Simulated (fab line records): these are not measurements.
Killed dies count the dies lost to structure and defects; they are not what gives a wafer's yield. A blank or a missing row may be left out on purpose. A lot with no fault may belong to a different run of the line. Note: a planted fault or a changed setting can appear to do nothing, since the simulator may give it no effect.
fab line records	flow gf180mcu
[record] lots = 6	wafers = 18	last_day = 34
route steps=602 shown V4@486 PASSIVATION@602
lots with no fault: from the same line, run without faults
start_h: the number of hours between the record's first day and the start of the first shown wafer of the lot	wait_h: how many hours have passed since the lot's step before this one	" the same as in the row above	L1.1+2: a row that stands for several wafers	- no value, or no start was given	* or withheld: withheld	< > ~ a bound
route shown NAME@n: names a module that has steps shown in the file, with the first one's number in the route	usual: the fault-free wafers' mean and standard deviation	same: alike in all rows	chamber/n: place in a boat	sites: the reading at each site	_std_site: standard deviation across them	_edge_site: outer sites' mean less inner sites'	radius_mm: how far each site lies from the wafer's centre	mask NAME#n: copy n	behind: the last tool/chamber to shape the wafer	hold: why the lot was held/for how many hours/how that ended	device: which transistor (n, p or np) failed to switch	end of line: the route-end tests of the same wafers	step lacking rows: just its recipe	killed: the dies lost at the first sort to structure and to defects; this is not the yield of the wafer	map: shows each die of a wafer: x if killed, . if not, _ if none is there
set.NAME: the run value of the setting; set.NAME@STEP: its run value at that earlier step	model.NAME: the simulator's own value behind a step, which no gauge read
a table for each step, a row for each wafer; lots at some steps of the route
services: from which hour (start_h, from the record's first day; less than 0 if before it) a tool's chamber was out of use, for how many hours, and why
[[steps]]
[step GF_V4_SOFTBAKE_10]
[recipe] temp_c = 130	time_s = 62.05	resist = KrF
[step GF_V4_EXPOSE_11]
[recipe] mask_id = Via4	target_cd_nm = 260	na = 0.68	source_shape = conventional	sigma_outer = 0.6	dose_mj = 38
[step GF_V4_PEB_12]
[recipe] peb_temp_c = 135	peb_time_s = 90	resist = KrF
[step GF_V4_DEVELOP_13]
[recipe] develop_time_s = 60	resist = KrF	dev_temp_c = 21
[step GF_V4_CD_MEAS_14]
[recipe] target_cd_nm = 260
[usual] cd_nm = 260.2/1
lot.wafer	tool	chamber	start_h	wait_h	cd_nm
L359.1	cd_sem-01	-	578.85	0.1	261.0
L359.3	"	-	"	"	260.8
L359.5	"	-	"	"	260.0
L367.2	cd_sem-01	-	649.23	0.1	258.1
L367.3	"	-	"	"	259.7
L367.5	"	-	"	"	258.9
L370.2	cd_sem-01	-	670.32	0.1	259.9
L370.4	"	-	"	"	260.7
L370.5	"	-	"	"	260.7
L373.1	cd_sem-01	-	686.75	0.1	260.9
L373.5	"	-	"	"	261.4
L373.6	"	-	"	"	260.8
L377.1	cd_sem-02	-	708.10	0.1	261.3
L377.3	"	-	"	"	260.9
L377.4	"	-	"	"	261.0
L379.1	cd_sem-01	-	727.53	0.1	261.7
L379.2	"	-	"	"	262.5
L379.5	"	-	"	"	260.3
[step GF_V4_OVL_MEAS_15]
[usual] V4_OVL = 1/4.7
lot.wafer	tool	chamber	start_h	wait_h	V4_OVL[nm]
L359.1	overlay-02	-	578.97	0.1	3
L359.3	"	-	"	"	9
L359.5	"	-	"	"	1
L367.2	overlay-01	-	649.33	0.1	0
L367.3	"	-	"	"	-9
L367.5	"	-	"	"	-8
L370.2	overlay-02	-	670.43	0.1	3
L370.4	"	-	"	"	10
L370.5	"	-	"	"	12
L373.1	overlay-01	-	686.87	0.1	5
L373.5	"	-	"	"	-4
L373.6	"	-	"	"	-5
L377.1	overlay-02	-	708.22	0.1	-4
L377.3	"	-	"	"	3
L377.4	"	-	"	"	6
L379.1	overlay-01	-	727.65	0.1	-2
L379.2	"	-	"	"	-2
L379.5	"	-	"	"	-3
[step GF_V4_ETCH_16]
[recipe] chemistry = N2/H2	target_depth_a = withheld	overetch_a = withheld	time_s = withheld	target = BARC	ion_energy_ev = 200	source_w = 500	bias_w = 100	pressure_mtorr = 30	n2_flow_sccm = 100	h2_flow_sccm = 200
[usual] drypump_motor_current_A = 5.7/0.47	h2_flow_sccm = 200.0/0.59	oes_product_au = 0.855/0.0051	rf_fwd_power_W = 494.8/1.6	throttle_valve_pct = 13.226/0.0089
lot.wafer	tool	chamber	start_h	wait_h	drypump_motor_current_A	h2_flow_sccm	oes_product_au	rf_fwd_power_W	throttle_valve_pct
L359.1	rie_diel-03	2	579.01	0.0	5.0	200.9	0.851	494.6	13.235
L359.3	"	1	"	"	5.8	199.9	0.861	494.8	13.226
L359.5	"	2	"	"	5.0	200.4	0.841	493.4	13.235
L367.2	rie_diel-02	2	649.36	0.0	6.6	199.6	0.851	494.9	13.226
L367.3	"	1	"	"	5.2	199.9	0.855	496.9	13.204
L367.5	"	1	"	"	5.2	200.7	0.849	493.7	13.219
L370.2	rie_diel-02	1	670.46	0.0	5.2	200.8	0.854	494.2	13.224
L370.4	"	2	"	"	6.5	199.6	0.849	495.8	13.203
L370.5	"	0	"	"	5.7	200.0	0.852	493.9	13.220
L373.1	rie_diel-03	1	686.91	0.0	5.7	200.5	0.865	495.7	13.248
L373.5	"	1	"	"	5.8	201.1	0.868	495.5	13.221
L373.6	"	2	"	"	5.0	200.2	0.857	496.3	13.220
L377.1	rie_diel-03	0	708.26	0.0	5.5	201.2	0.858	492.6	13.226
L377.3	"	1	"	"	5.8	200.1	0.848	494.2	13.237
L377.4	"	0	"	"	5.5	201.2	0.851	493.9	13.245
L379.1	rie_diel-02	0	727.69	0.0	5.7	200.6	0.852	494.4	13.216
L379.2	"	1	"	"	5.2	198.4	0.856	495.3	13.223
L379.5	"	1	"	"	5.2	199.0	0.856	494.8	13.222
[step GF_V4_ETCH_17]
[recipe] chemistry = C4F8/O2/Ar	mask_material = KrF	target = SiO2	stop_on = TiN	source_w = 1500	bias_w = 1200	pressure_mtorr = 40	c4f8_flow_sccm = withheld	O2_flow_sccm = 6	Ar_flow_sccm = 300	time_s = withheld	target_depth_a = 6300
[usual] oes_product_au = 0.855/0.0047	rf_fwd_power_W = 1494/4.8
lot.wafer	tool	chamber	start_h	wait_h	oes_product_au	rf_fwd_power_W
L359.1	rie_diel-03	2	-	-	0.848	1494
L359.3	"	1	"	"	0.854	1501
L359.5	"	2	"	"	0.856	1490
L367.2	rie_diel-02	2	-	-	0.852	1498
L367.3	"	1	"	"	0.851	1490
L367.5	"	1	"	"	0.855	1490
L370.2	rie_diel-02	1	-	-	0.845	1491
L370.4	"	2	"	"	0.855	1503
L370.5	"	0	"	"	0.859	1492
L373.1	rie_diel-03	1	-	-	0.863	1493
L373.5	"	1	"	"	0.849	1494
L373.6	"	2	"	"	0.864	1496
L377.1	rie_diel-03	0	-	-	0.850	1495
L377.3	"	1	"	"	0.858	1497
L377.4	"	0	"	"	0.851	1500
L379.1	rie_diel-02	0	-	-	0.852	1492
L379.2	"	1	"	"	0.843	1492
L379.5	"	1	"	"	0.857	1492
[step GF_V4_STRIP_18]
[recipe] chemistry = O2/N2	power_w = 1400	pressure_mtorr = 1500	platen_temp_c = 250	o2_flow_sccm = 3000	n2_flow_sccm = 300	overash_fraction = 0.5
[usual] drypump_motor_current_A = 5.6/0.35	heater_power_w = 327/25	oes_product_au = 0.592/0.0047
lot.wafer	tool	chamber	start_h	wait_h	drypump_motor_current_A	heater_power_w	oes_product_au	rf_hours_counter_h
L359.1	plasma_asher-04	1	579.14	-	5.2	293	0.590	19
L359.3	"	0	"	"	5.7	313	0.594	-
L359.5	"	1	"	"	5.2	291	0.601	-
L367.2	plasma_asher-04	1	649.49	-	5.3	293	0.595	25
L367.3	"	0	"	"	5.7	310	0.585	-
L367.5	"	1	"	"	5.3	292	0.595	-
L370.2	plasma_asher-02	1	670.59	-	6.0	375	0.595	61
L370.4	"	0	"	"	5.9	331	0.595	-
L370.5	"	1	"	"	6.0	375	0.595	-
L373.1	plasma_asher-02	0	687.04	-	5.9	317	0.591	62
L373.5	"	0	"	"	5.9	330	0.587	-
L373.6	"	1	"	"	6.1	364	0.596	-
L377.1	plasma_asher-03	1	708.39	-	5.1	307	0.599	93
L377.3	"	0	"	"	5.2	334	0.592	-
L377.4	"	1	"	"	5.1	321	0.594	-
L379.1	plasma_asher-02	0	727.82	-	5.9	335	0.589	67
L379.2	"	1	"	"	6.0	372	0.591	67
L379.5	"	0	"	"	5.9	327	0.596	-
[step GF_V4_STRIP_19]
[recipe] chemistry = post_etch_residue_remover	time_s = 1200	temp_c = 72.5
[step GF_V4_CLEAN_20]
[recipe] chemistry = DIW	dry = n2_spin
[step GF_V4_SPUTTER_21]
[recipe] material = Ti	target_thk_nm = 15	chamber_pressure_pa = 5	power_w = 2500	substrate_temp_c = 200	time_s = 80.02
[usual] throttle_valve_pct = 29.9/0.84
lot.wafer	tool	chamber	start_h	wait_h	throttle_valve_pct
L359.1	pvd_sputter-03	-	579.70	0.0	29.7
L359.3	"	-	"	"	29.0
L359.5	"	-	"	"	29.0
L367.2	pvd_sputter-01	-	650.14	0.0	30.7
L367.3	"	-	"	"	29.7
L367.5	"	-	"	"	30.2
L370.2	pvd_sputter-03	-	671.12	0.0	29.5
L370.4	"	-	"	"	29.8
L370.5	"	-	"	"	29.6
L373.1	pvd_sputter-03	-	687.64	0.0	30.3
L373.5	"	-	"	"	29.7
L373.6	"	-	"	"	30.3
L377.1	pvd_sputter-04	-	708.93	0.0	31.4
L377.3	"	-	"	"	28.0
L377.4	"	-	"	"	30.5
L379.1	pvd_sputter-01	-	728.38	0.0	31.4
L379.2	"	-	"	"	29.8
L379.5	"	-	"	"	29.5
[step GF_V4_SPUTTER_22]
[recipe] material = TiN	target_thk_nm = 10	chamber_pressure_pa = 5	power_w = 4000	time_s = 40
[usual] throttle_valve_pct = 29.9/0.87
lot.wafer	tool	chamber	start_h	wait_h	throttle_valve_pct	model.TiN_of_V4_SPUTTER_22.thk_nm
L359.1	pvd_sputter-03	-	579.76	0.0	29.5	10.12
L359.3	"	-	"	"	29.2	9.84
L359.5	"	-	"	"	29.2	9.846
L367.2	pvd_sputter-01	-	650.20	0.0	30.6	10.25
L367.3	"	-	"	"	30.2	10.05
L367.5	"	-	"	"	30.2	10.09
L370.2	pvd_sputter-03	-	671.18	0.0	29.6	3.417
L370.4	"	-	"	"	30.2	3.459
L370.5	"	-	"	"	29.3	3.455
L373.1	pvd_sputter-03	-	687.70	0.0	30.0	3.633
L373.5	"	-	"	"	29.6	3.618
L373.6	"	-	"	"	29.8	3.662
L377.1	pvd_sputter-04	-	708.99	0.0	31.3	10.07
L377.3	"	-	"	"	27.9	9.899
L377.4	"	-	"	"	30.5	10.01
L379.1	pvd_sputter-01	-	728.44	0.0	31.7	9.943
L379.2	"	-	"	"	29.6	9.795
L379.5	"	-	"	"	29.9	10.03
[step GF_V4_CVD_23]
[recipe] material = W	target_thk_nm = 350	time_s = 104.9	temp_c = 400	pressure_torr = 40
[usual] heater_power_w = 895/65
lot.wafer	tool	chamber	start_h	wait_h	heater_power_w
L359.1	cvd_w-02	1	579.80	0.0	846
L359.3	"	0	"	"	940
L359.5	"	0	"	"	958
L367.2	cvd_w-02	0	650.24	0.0	947
L367.3	"	0	"	"	951
L367.5	"	0	"	"	917
L370.2	cvd_w-01	1	671.22	0.0	839
L370.4	"	0	"	"	1024
L370.5	"	1	"	"	816
L373.1	cvd_w-01	0	687.74	0.0	954
L373.5	"	1	"	"	820
L373.6	"	0	"	"	970
L377.1	cvd_w-01	0	709.03	0.0	977
L377.3	"	0	"	"	974
L377.4	"	1	"	"	800
L379.1	cvd_w-02	0	728.48	0.0	913
L379.2	"	1	"	"	847
L379.5	"	0	"	"	927
[step GF_PASSIVATION_PROBE_99]
lot.wafer	tool	chamber	start_h	wait_h	model.etest.via4_chain.rc_ohm	model.etest.ldpmos_10p0.under_floor	model.etest.ldnmos_10p0.open	model.etest.nplus_u.open	model.etest.iso_dnwell_dnwell.under_floor	model.etest.nmos_3p3_min.open	model.etest.nmos_6p0_turned.open	model.etest.iso_nwell_nwell.under_floor
L359.1	prober-02	-	688.14	0.1	6.33	0	0	0	0	0	0	0
L359.3	prober-02	-	688.24	0.2	6.373	0	0	0	0	0	0	0
L359.5	prober-02	-	688.34	0.2	6.389	0	0	0	0	0	0	0
L367.2	prober-02	-	750.14	0.1	6.334	0	0	0	0	0	0	0
L367.3	prober-02	-	750.19	0.2	6.285	0	0	0	0	0	0	0
L367.5	prober-02	-	750.29	0.2	6.348	0	0	0	0	0	0	0
L370.2+4+5	prober-02	-	766.04	0.1	-	1	1	1	1	1	1	1
L373.1	prober-01	-	782.72	0.1	13.67	0	0	0	0	0	0	0
L373.5	prober-01	-	782.92	0.2	14.43	0	0	0	0	0	0	0
L373.6	prober-01	-	782.97	0.2	13.72	0	0	0	0	0	0	0
L377.1	prober-01	-	800.42	0.1	6.524	0	0	0	0	0	0	0
L377.3	prober-01	-	800.52	0.2	6.344	0	0	0	0	0	0	0
L377.4	prober-01	-	800.57	0.2	6.328	0	0	0	0	0	0	0
L379.1	prober-01	-	815.44	0.1	6.111	0	0	0	0	0	0	0
L379.2	prober-01	-	815.49	0.1	6.462	0	0	0	0	0	0	0
L379.5	prober-01	-	815.64	0.2	6.06	0	0	0	0	0	0	0
// killed by level:class
L359.1 V2:geometric_particle:open=5 CONTACT:geometric_particle:open=4 V2:geometric_particle:short=4 V1:geometric_particle:open=3 V3:geometric_particle:short=3 SALICIDE:geometric_particle:open=2 CONTACT:geometric_particle:short=2 M1:geometric_particle:short=2
L359.3 V2:geometric_particle:open=6 CONTACT:geometric_particle:open=5 V4:geometric_particle:open=5 M1:geometric_particle:short=3 V3:geometric_particle:open=3 V4:geometric_particle:short=3 M1:geometric_particle:open=2 V1:geometric_particle:open=2
L359.5 CONTACT:geometric_particle:open=6 STI:geometric_particle:open=5 CONTACT:geometric_particle:short=5 V3:geometric_particle:open=4 V4:geometric_particle:open=4 V5:geometric_particle:open=4 M1:geometric_particle:open=3 V1:geometric_particle:open=3
L367.2 CONTACT:geometric_particle:open=6 M2:geometric_particle:short=5 V3:geometric_particle:open=4 V4:geometric_particle:open=4 CONTACT:geometric_particle:short=3 M1:geometric_particle:short=3 V1:geometric_particle:short=3 V2:geometric_particle:open=3
L367.3 STI:geometric_particle:open=7 M1:geometric_particle:short=5 V3:geometric_particle:open=5 V2:geometric_particle:short=4 STI:geometric_particle:short=3 CONTACT:geometric_particle:open=3 V5:geometric_particle:open=3 CONTACT:geometric_particle:short=2
L367.5 V2:geometric_particle:open=9 V3:geometric_particle:open=5 V4:geometric_particle:open=5 M2:geometric_particle:short=4 STI:geometric_particle:short=3 CONTACT:geometric_particle:open=3 V1:geometric_particle:short=3 V3:geometric_particle:short=3
L377.1 CONTACT:geometric_particle:open=6 V1:geometric_particle:open=3 V5:geometric_particle:open=3 STI:geometric_particle:short=2 M1:geometric_particle:short=2 V1:geometric_particle:short=2 V2:geometric_particle:open=2 V3:geometric_particle:open=2
L377.3 V5:geometric_particle:open=4 STI:geometric_particle:short=3 V1:geometric_particle:short=3 V4:geometric_particle:open=3 M1:geometric_particle:short=2 CONTACT:geometric_particle:open=2 V1:geometric_particle:open=2 V2:geometric_particle:open=2
L377.4 CONTACT:geometric_particle:open=9 V4:geometric_particle:open=5 STI:geometric_particle:short=3 V1:geometric_particle:open=3 V2:geometric_particle:open=3 V4:geometric_particle:short=3 M2:geometric_particle:short=2 M4:geometric_particle:short=2
L379.1 M3:geometric_particle:short=4 V4:geometric_particle:short=4 V1:geometric_particle:open=3 CONTACT:geometric_particle:open=3 V3:geometric_particle:open=3 M1:geometric_particle:short=2 V1:geometric_particle:short=2 V2:geometric_particle:short=2
L379.2 V3:geometric_particle:open=5 V2:geometric_particle:open=5 CONTACT:geometric_particle:open=4 V1:geometric_particle:open=4 V2:geometric_particle:short=3 V3:geometric_particle:short=3 V4:geometric_particle:open=3 V5:geometric_particle:short=3
L379.5 CONTACT:geometric_particle:open=6 V3:geometric_particle:open=5 V4:geometric_particle:open=5 V5:geometric_particle:open=5 SAB:geometric_particle:short=3 V1:geometric_particle:open=3 V2:geometric_particle:open=3 M5:geometric_particle:short=3
[[services]]
tool	chamber	start_h	hours	kind
cvd_w-02	0	558.87	12.7	repair
plasma_asher-03	-	564.13	0.7	repair
cvd_w-01	-	593.54	1.8	repair
pvd_sputter-04	-	595.49	0.8	repair
plasma_asher-03	-	601.70	17.4	repair
plasma_asher-04	-	611.71	14.6	pm
plasma_asher-03	-	619.07	2.8	pm
pvd_sputter-01	-	623.27	8.7	repair
rie_diel-03	1	623.32	-	clean
rie_diel-03	1	623.32	21.1	scheduled_down
rie_diel-03	1	623.32	21.1	vent_cycle
rie_diel-03	0	632.39	10.9	repair
plasma_asher-04	-	636.18	4.3	repair
plasma_asher-02	-	659.96	4.9	repair
plasma_asher-02	-	669.40	0.9	repair
rie_diel-02	2	670.95	2.7	repair
plasma_asher-04	-	681.85	2.8	pm
rie_diel-03	-	690.50	1.0	repair
pvd_sputter-03	0	699.68	-	consumable_replace:kit
pvd_sputter-03	0	699.68	18.0	scheduled_down
plasma_asher-04	-	706.72	2.8	repair
plasma_asher-04	-	712.88	1.3	repair
plasma_asher-03	-	714.84	93.7	repair
cvd_w-01	0	725.87	7.8	repair
[[key]]
first_sign none at tools or gauges
[model_effect] step = GF_V4_SPUTTER_22	value = TiN_of_V4_SPUTTER_22.thk_nm	without = 10.01	struck = 3.541
[model_effect] step = GF_PASSIVATION_PROBE_99	value = etest.via4_chain.rc_ohm	without = 6.523	struck = 13.94
met_at GF_V4_SPUTTER_22
struck_wafers L370.2,L370.4,L370.5,L373.1,L373.5,L373.6
sort_left_out L370.2,L370.4,L370.5,L373.1,L373.5,L373.6
onset_between 579.76 671.18
also_fits GF_V4_SPUTTER_21:pvd_sputter-03
[fault] kind = process_parameter_drift	tool = pvd_sputter-03	chamber = -	onset_h = 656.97	steps = GF_V4_SPUTTER_22	channel = target_thk_nm	offset = -6.4684	shape = step	end_h = 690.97	acts_in = these_recipes_only	stated = 10
// sort_left_out: the simulated sort isn't trusted on such a fault, so these wafers' sort isn't shown, and their yield isn't known
